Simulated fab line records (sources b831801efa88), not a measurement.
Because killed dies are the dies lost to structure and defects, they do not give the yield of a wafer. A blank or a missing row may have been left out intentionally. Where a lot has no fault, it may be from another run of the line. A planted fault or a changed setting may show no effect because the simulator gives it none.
fab line records ; flow sfq-line
record lots=14; wafers=41; last-day=92
route steps=325 shown INCOMING@1 JJ@188
lots that met no fault: taken from a fault-free run of the same line
start-h: the number of hours between the record's first day and the start of the first shown wafer of the lot ; wait-h: hours since the lot's step before ; " the same as in the row above ; L1.1+2: several wafers, shown together as one row ; - value missing, or start not given ; * or withheld: withheld ; < > ~ a bound
route shown NAME@n: names a module that has steps shown in the file, with the first one's number in the route ; usual: mean and standard deviation over wafers with no fault ; same: alike in all rows ; chamber/n: place in a boat ; sites: the reading at each site ; _std_site: standard deviation across them ; _edge_site: inner sites' mean taken away from outer sites' mean ; radius-mm: for every site, how far away it sits from the centre of the wafer ; mask NAME#n: copy n ; behind: the tool/chamber that last shaped the wafer ; hold: reason for holding the lot/hours on hold/outcome of the hold ; device: the transistor (n, p or np) that didn't switch ; end of line: tests of these same wafers at the route's end ; where a step has no rows: the recipe by itself ; killed: dies lost to structure and defects at the first sort, not the wafer's yield ; map: a wafer's dies, x killed, . not, _ none there
set.NAME: the setting that was run; set.NAME@STEP: the one run at that earlier step ; model.NAME: the simulator's own value behind a step, which no gauge read
a sample of lots followed through the steps of the route, with each step as a table and each wafer as a row
services: from which hour (start-h, from the record's first day; less than 0 if before it) a tool's chamber was out of use, for how many hours, and why
## steps
# step SFQ_INCOMING_BOW_MEAS_900
# recipe mode=bow
# usual INCOMING_BOW=1/6.4
lot.wafer;tool;chamber;start-h;wait-h;INCOMING_BOW[um]
L826.1;film-metro-01;-;10.00;-;5
L826.3;film-metro-01;-;10.00;-;9
L826.6;film-metro-01;-;10.00;-;0
L827.2;film-metro-04;-;15.02;-;3
L827.3;film-metro-04;-;15.02;-;-10
L827.4;film-metro-04;-;15.02;-;3
L828.2;film-metro-03;-;20.02;-;5
L828.3;film-metro-03;-;20.02;-;6
L828.5;film-metro-03;-;20.02;-;5
L829.3;film-metro-01;-;25.04;-;-7
L829.4;film-metro-01;-;25.04;-;5
L829.6;film-metro-01;-;25.04;-;-2
L831.1;film-metro-04;-;35.00;-;11
L831.2;film-metro-04;-;35.00;-;3
L831.6;film-metro-04;-;35.00;-;1
L832.1;film-metro-03;-;40.00;-;7
L832.3;film-metro-03;-;40.00;-;-2
L841.3;film-metro-04;-;85.04;-;0
L841.5;film-metro-04;-;85.04;-;-16
L841.6;film-metro-04;-;85.04;-;-4
L842.3;film-metro-04;-;90.04;-;-7
L842.4;film-metro-04;-;90.04;-;-11
L842.5;film-metro-04;-;90.04;-;2
L844.1;film-metro-04;-;100.00;-;0
L844.3;film-metro-04;-;100.00;-;-3
L844.5;film-metro-04;-;100.00;-;-6
L845.1;film-metro-04;-;105.00;-;-1
L845.4;film-metro-04;-;105.00;-;2
L845.5;film-metro-04;-;105.00;-;9
L846.1;film-metro-04;-;110.00;-;-1
L846.3;film-metro-04;-;110.00;-;0
L846.6;film-metro-04;-;110.00;-;-8
L847.2;film-metro-04;-;115.02;-;4
L847.3;film-metro-04;-;115.02;-;0
L847.4;film-metro-04;-;115.02;-;-1
L848.1;film-metro-01;-;120.00;-;10
L848.3;film-metro-01;-;120.00;-;4
L848.4;film-metro-01;-;120.00;-;-2
L849.2;film-metro-04;-;125.02;-;10
L849.5;film-metro-04;-;125.02;-;1
L849.6;film-metro-04;-;125.02;-;-4
# step SFQ_TRILAYER_JJ_CE_LITHO_EXPOSE_115
# recipe mask-id=J5; na=0.6; source-shape=conventional; sigma-outer=0.65; target-cd-nm=700; dose-mj=14.4
lot.wafer;tool;chamber;start-h;wait-h;mask
L826.1+3+6;krf-scanner-02;0;1196.34;-;J5#0
L827.2+3+4;krf-scanner-02;0;1198.89;-;J5#0
L828.2+3+5;krf-scanner-02;0;1431.40;-;J5#0
L829.3+4+6;krf-scanner-02;0;1432.80;-;J5#0
L831.1+2+6;krf-scanner-02;0;1450.30;-;J5#0
L832.1+3;krf-scanner-02;0;1451.50;-;J5#0
L841.3+5+6;krf-scanner-01;0;1502.00;-;J5#0
L842.3+4+5;krf-scanner-01;0;1505.60;-;J5#0
L844.1+3+5;krf-scanner-01;0;1516.53;-;J5#0
L845.1+4+5;krf-scanner-01;0;1521.33;-;J5#0
L846.1+3+6;krf-scanner-02;0;1611.23;-;J5#0
L847.2+3+4;krf-scanner-01;0;1620.38;-;J5#0
L848.1+3+4;krf-scanner-01;0;1623.78;-;J5#0
L849.2+5+6;krf-scanner-02;0;1637.85;-;J5#0
# step SFQ_TRILAYER_JJ_CE_METRO_MEASURE_117
# usual cd-nm=700.2/1.1
lot.wafer;tool;chamber;start-h;wait-h;cd-nm
L826.1;cd-sem-01;-;1197.88;0.0;700.1
L826.3;cd-sem-01;-;1197.88;0.0;699.3
L826.6;cd-sem-01;-;1197.88;0.0;699.5
L827.2;cd-sem-02;-;1200.43;0.2;701.3
L827.3;cd-sem-02;-;1200.43;0.2;698.6
L827.4;cd-sem-02;-;1200.43;0.2;700.2
L828.2;cd-sem-01;-;1432.94;0.2;701.6
L828.3;cd-sem-01;-;1432.94;0.2;701.2
L828.5;cd-sem-01;-;1432.94;0.2;701.3
L829.3;cd-sem-02;-;1434.34;0.4;699.7
L829.4;cd-sem-02;-;1434.34;0.4;699.4
L829.6;cd-sem-02;-;1434.34;0.4;700.4
L831.1;cd-sem-02;-;1451.84;0.0;700.1
L831.2;cd-sem-02;-;1451.84;0.0;700.2
L831.6;cd-sem-02;-;1451.84;0.0;693.7
L832.1;cd-sem-01;-;1453.04;0.0;700.6
L832.3;cd-sem-01;-;1453.04;0.0;695.8
L841.3;cd-sem-02;-;1503.53;0.4;700.9
L841.5;cd-sem-02;-;1503.53;0.4;699.9
L841.6;cd-sem-02;-;1503.53;0.4;699.9
L842.3;cd-sem-01;-;1507.13;0.4;700.4
L842.4;cd-sem-01;-;1507.13;0.4;702.4
L842.5;cd-sem-01;-;1507.13;0.4;701.1
L844.1;cd-sem-01;-;1518.07;0.0;697.7
L844.3;cd-sem-01;-;1518.07;0.0;698.1
L844.5;cd-sem-01;-;1518.07;0.0;697.5
L845.1;cd-sem-02;-;1522.87;0.0;702.0
L845.4;cd-sem-02;-;1522.87;0.0;702.7
L845.5;cd-sem-02;-;1522.87;0.0;703.4
L846.1;cd-sem-01;-;1612.76;0.0;701.3
L846.3;cd-sem-01;-;1612.76;0.0;699.5
L846.6;cd-sem-01;-;1612.76;0.0;701.5
L847.2;cd-sem-02;-;1621.92;0.2;699.1
L847.3;cd-sem-02;-;1621.92;0.2;699.9
L847.4;cd-sem-02;-;1621.92;0.2;699.4
L848.1;cd-sem-01;-;1625.32;0.0;700.3
L848.3;cd-sem-01;-;1625.32;0.0;700.6
L848.4;cd-sem-01;-;1625.32;0.0;700.0
L849.2;cd-sem-02;-;1639.39;0.2;700.5
L849.5;cd-sem-02;-;1639.39;0.2;700.5
L849.6;cd-sem-02;-;1639.39;0.2;699.5
## services
tool;chamber;start-h;hours;kind
krf-scanner-02;-;1193.97;0.8;pm
cd-sem-02;-;1212.73;0.8;pm
cd-sem-02;-;1234.15;0.1;pm
krf-scanner-02;-;1254.73;2.2;repair
krf-scanner-02;-;1272.48;1.3;pm
krf-scanner-02;-;1280.98;1.0;pm
cd-sem-02;-;1286.17;0.4;pm
cd-sem-02;-;1331.00;1.3;pm
krf-scanner-02;-;1362.83;0.8;pm
krf-scanner-02;-;1381.74;1.2;repair
cd-sem-02;-;1396.73;0.4;pm
cd-sem-02;-;1418.15;0.1;pm
cd-sem-02;-;1440.01;2.7;pm
krf-scanner-02;-;1448.00;1.3;pm
krf-scanner-02;-;1449.30;1.0;pm
cd-sem-02;-;1515.00;0.4;pm
krf-scanner-02;-;1522.47;3.9;repair
krf-scanner-02;-;1531.68;0.8;pm
krf-scanner-02;-;1533.09;0.8;pm
cd-sem-02;-;1556.17;0.9;pm
cd-sem-02;-;1580.73;3.1;pm
krf-scanner-02;-;1597.41;0.6;repair
krf-scanner-02;-;1618.43;1.0;pm
krf-scanner-02;-;1624.23;1.3;pm
## key
first-sign step=SFQ_TRILAYER_JJ_CE_METRO_MEASURE_117; reading=cd-nm; direction=down; sigmas=5; usual=700.2; struck=694.7
effect none on later readings
met-at SFQ_TRILAYER_JJ_CE_LITHO_EXPOSE_115
struck-lots L831,L832
struck-wafers L831.6,L832.3
not-acting-at SFQ_INCOMING_BOW_MEAS_900
onset-between 1432.80 1450.30
fault kind=process-parameter-drift; tool=krf-scanner-02; chamber=-; onset-h=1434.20; steps=SFQ_TRILAYER_JJ_CE_LITHO_EXPOSE_115; channel=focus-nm; offset=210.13; shape=step; end-h=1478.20; scope=struck-wafers-only
